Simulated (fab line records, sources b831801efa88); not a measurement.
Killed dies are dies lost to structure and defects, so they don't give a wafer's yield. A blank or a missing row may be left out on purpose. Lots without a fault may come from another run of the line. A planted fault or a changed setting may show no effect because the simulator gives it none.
Which tool did it? | flow sky130 | 6 lots, 18 wafers sampled, at 1 step of a route of 708

WHAT THE GAUGES READ, wafer by wafer
SKY_FIELD_ISO_THK_MEAS_04.
lot  | measured    | on            | FIELD_ISO_CVD_03_THK (nm)
L535 | day 1 18:29 | film_metro-02 | 164.4 165.4 165.3
L540 | day 2 19:29 | film_metro-04 | 166.4 165.0 166.6
L550 | day 5 00:26 | film_metro-02 | 163.3 161.3 161.3
L552 | day 5 08:12 | film_metro-04 | 164.4 162.8 162.9
L555 | day 6 03:40 | film_metro-04 | 162.9 163.8 163.9
L557 | day 6 16:16 | film_metro-04 | 168.0 166.3 166.2

WHICH TOOL RAN EACH LOT (tool, then ch and the chambers of the sampled wafers, then the start)
The record holds no process step before these readings.

THE ANSWER, worked out from the rows above alone
Rule: what is usual is taken from the lots themselves. Put in order of their means at a reading, lots are off if they are a third of the lots or fewer, leave a main group of 4 or more, and stand apart from it by a gap of 3 or more times the standard deviation of the main group's means; of several such gaps the widest counts. A main group whose means are all the same, to the digits that the tables above print for the reading, isn't used. A lot without any number at a reading at which 4 lots or more have one is off too. The other lots that the step has rows for count as sound.
No lot is off at any reading shown: from this, nothing can be told.

WHAT THE SIMULATOR HAD PUT IN
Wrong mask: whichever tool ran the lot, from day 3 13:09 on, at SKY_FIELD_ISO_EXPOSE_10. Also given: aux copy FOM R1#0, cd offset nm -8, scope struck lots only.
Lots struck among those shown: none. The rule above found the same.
